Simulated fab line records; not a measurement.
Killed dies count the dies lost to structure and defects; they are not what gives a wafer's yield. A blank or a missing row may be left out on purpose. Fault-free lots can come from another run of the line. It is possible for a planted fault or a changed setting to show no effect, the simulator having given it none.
Chamber matching	flow gf180mcu	cmp-02 running GF_V5_CMP_04: 4 sister chambers
The step polishes SiO2. 4 wafers are shown with their chamber, then 9 later ones without.

EACH WAFER AND ITS CHAMBER
wafer	chamber	motor-current-A (A)
L748.3	0	14.6
L750.5	1	11.7
L756.1	3	11.8
L756.6	2	11.9

WAFERS MISSING THEIR CHAMBER
wafer	motor-current-A (A)
L761.1	12.2
L761.2	12.1
L761.3	11.5
L763.2	12.1
L763.4	13.4
L763.5	13.6
L765.1	13.6
L765.2	12.5
L765.4	11.6

WHICH CHAMBER EACH ONE RAN IN
wafer	from the rows above	in truth
L761.1	can't be placed: 2 or 3 or 1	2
L761.2	can't be placed: 2 or 3 or 1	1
L761.3	can't be placed: 1 or 3 or 2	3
L763.2	can't be placed: 2 or 3 or 1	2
L763.4	can't be placed: 0 or 2 or 3 or 1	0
L763.5	can't be placed: 0 or 2 or 3 or 1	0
L765.1	can't be placed: 0 or 2 or 3 or 1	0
L765.2	can't be placed: 2 or 3 or 1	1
L765.4	can't be placed: 1 or 3 or 2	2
0 of 9 placed correctly. Cannot be placed on the basis of these rows: 9; the candidates contain the true chamber in 9. Wrongly placed: 0.
How it was worked out, from the rows above alone: a wafer's distance from a chamber is the root of the sum, over the readings, of the square of ((its reading less the chamber's mean) divided by the reading's scatter). If the next closest chamber is less than 2 further off than the closest, the wafer can't be placed; otherwise it belongs to the closest. The mean given for a chamber averages the wafers shown for that chamber. The scatter: with one shown wafer a chamber, the root of the mean of the squares of how far each hidden wafer lies from its nearest shown one.
